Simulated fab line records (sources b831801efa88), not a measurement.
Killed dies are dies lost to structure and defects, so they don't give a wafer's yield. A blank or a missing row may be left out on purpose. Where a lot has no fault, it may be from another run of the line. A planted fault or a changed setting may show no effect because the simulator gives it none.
Lot-split experiment + flow gf180mcu + 23 wafers read from 5 lots, route of 602 steps

## SPLIT DETAILS
At GF_M4_SPUTTER_03 (material Ti, target thk 10 nm, time 6.7 s), the setting time s was moved away from the recipe's 6.7 s on 11 of the 23 wafers read, by -11.8% to +10.7%. For the rest of the wafers, this setting stayed at what the recipe calls for.

The reading comes from the split's own step.

## THE READING
Ti_of_M4_SPUTTER_03.thk nm (the simulator's own value, which no gauge read), in nm, at GF_M4_SPUTTER_03 (material Ti, target thk 10 nm, time 6.7 s). The file does not state a usual value for it. Across the 12 wafers here that went through the recipe, the average is 9.995 nm and the standard deviation 0.17 nm.

| wafer  | tool, chamber at the split | time s as run, s | against the recipe | Ti_of_M4_SPUTTER_03.thk nm, nm | against lot-mates on the recipe |
|--------|----------------------------|------------------|--------------------|--------------------------------|---------------------------------|
| L075.1 | pvd sputter-04, -          | 5.932            | -11.5%             | 8.831                          | -1.013                          |
| L075.3 | pvd sputter-04, -          | 6.7              | recipe             | 9.812                          | -                               |
| L075.4 | pvd sputter-04, -          | 6.7              | recipe             | 9.917                          | -                               |
| L075.5 | pvd sputter-04, -          | 5.932            | -11.5%             | 8.898                          | -0.946                          |
| L075.6 | pvd sputter-04, -          | 6.7              | recipe             | 9.803                          | -                               |
| L076.1 | pvd sputter-04, -          | 5.91             | -11.8%             | 8.77                           | -1.207                          |
| L076.3 | pvd sputter-04, -          | 5.91             | -11.8%             | 8.918                          | -1.059                          |
| L076.4 | pvd sputter-04, -          | 6.7              | recipe             | 9.983                          | -                               |
| L076.5 | pvd sputter-04, -          | 5.91             | -11.8%             | 8.632                          | -1.345                          |
| L076.6 | pvd sputter-04, -          | 6.7              | recipe             | 9.97                           | -                               |
| L079.2 | pvd sputter-01, -          | 6.7              | recipe             | 10.06                          | -                               |
| L079.5 | pvd sputter-01, -          | 6.7              | recipe             | 10.09                          | -                               |
| L079.6 | pvd sputter-01, -          | 6.7              | recipe             | 10.18                          | -                               |
| L082.1 | pvd sputter-04, -          | 7.417            | +10.7%             | 10.84                          | +1.043                          |
| L082.3 | pvd sputter-04, -          | 6.7              | recipe             | 9.793                          | -                               |
| L082.4 | pvd sputter-04, -          | 6.7              | recipe             | 9.801                          | -                               |
| L082.5 | pvd sputter-04, -          | 7.417            | +10.7%             | 10.79                          | +0.993                          |
| L082.6 | pvd sputter-04, -          | 7.417            | +10.7%             | 10.86                          | +1.063                          |
| L084.2 | pvd sputter-01, -          | 6.7              | recipe             | 10.22                          | -                               |
| L084.3 | pvd sputter-01, -          | 6.349            | -5.2%              | 9.778                          | -0.487                          |
| L084.4 | pvd sputter-01, -          | 6.349            | -5.2%              | 9.6                            | -0.665                          |
| L084.5 | pvd sputter-01, -          | 6.349            | -5.2%              | 9.662                          | -0.603                          |
| L084.6 | pvd sputter-01, -          | 6.7              | recipe             | 10.31                          | -                               |

THE FIT
A straight line over all 23 wafers: Ti_of_M4_SPUTTER_03.thk nm changes by +0.0903 nm for each +1% of time s; r = +0.97; the points scatter about the line by 0.17 nm.
The same after taking each lot's own level away (the mean of its wafers on the recipe; 23 wafers): +0.0968 nm for each +1%; r = +0.99; scatter 0.083 nm.
Per that fit: largest time s move, reading shift of 1.1 nm.
Across the lots, their own levels run from 9.7970 to 10.2650 nm, a range of 2.7 times the standard deviation given above.
So the lot-to-lot level changes the slope little: the two slopes agree.
Check: with one of the wafers moved furthest among these (-11.8%) left out of the fit, the line predicts -1.14 nm for it against its lot-mates. It came out at -1.21 nm against them.

## THESE WAFERS: OTHER SPLITS
Before the reading, these wafers also passed through other splits. Each is held against what the fit with the lots' levels taken away leaves over:
| other split on the same wafers   | wafers away from the commonest value | r with Ti_of_M4_SPUTTER_03.thk nm (lot level and that fit taken away) |
|----------------------------------|--------------------------------------|-----------------------------------------------------------------------|
| GF_CONTACT_CVD_24 temp c         | 7                                    | -0.32                                                                 |
| GF_CONTACT_CMP_27 t overpolish s | 9                                    | +0.04                                                                 |
| GF_V1_SPUTTER_21 time s          | 9                                    | +0.22                                                                 |
| GF_V2_COAT_09 resist thk nm      | 8                                    | +0.56                                                                 |
| GF_M3_SPUTTER_04 power w         | 4                                    | -0.29                                                                 |
| GF_M3_EXPOSE_11 dose mj          | 10                                   | +0.34                                                                 |
| GF_V3_CMP_04 leave above ref nm  | 6                                    | +0.05                                                                 |
| GF_V3_PEB_12 peb temp c          | 6                                    | -0.37                                                                 |

## FILE'S OWN FIT
Ti_of_M4_SPUTTER_03.thk nm changes by +0.0959 nm for each +1% of time s, r = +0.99.
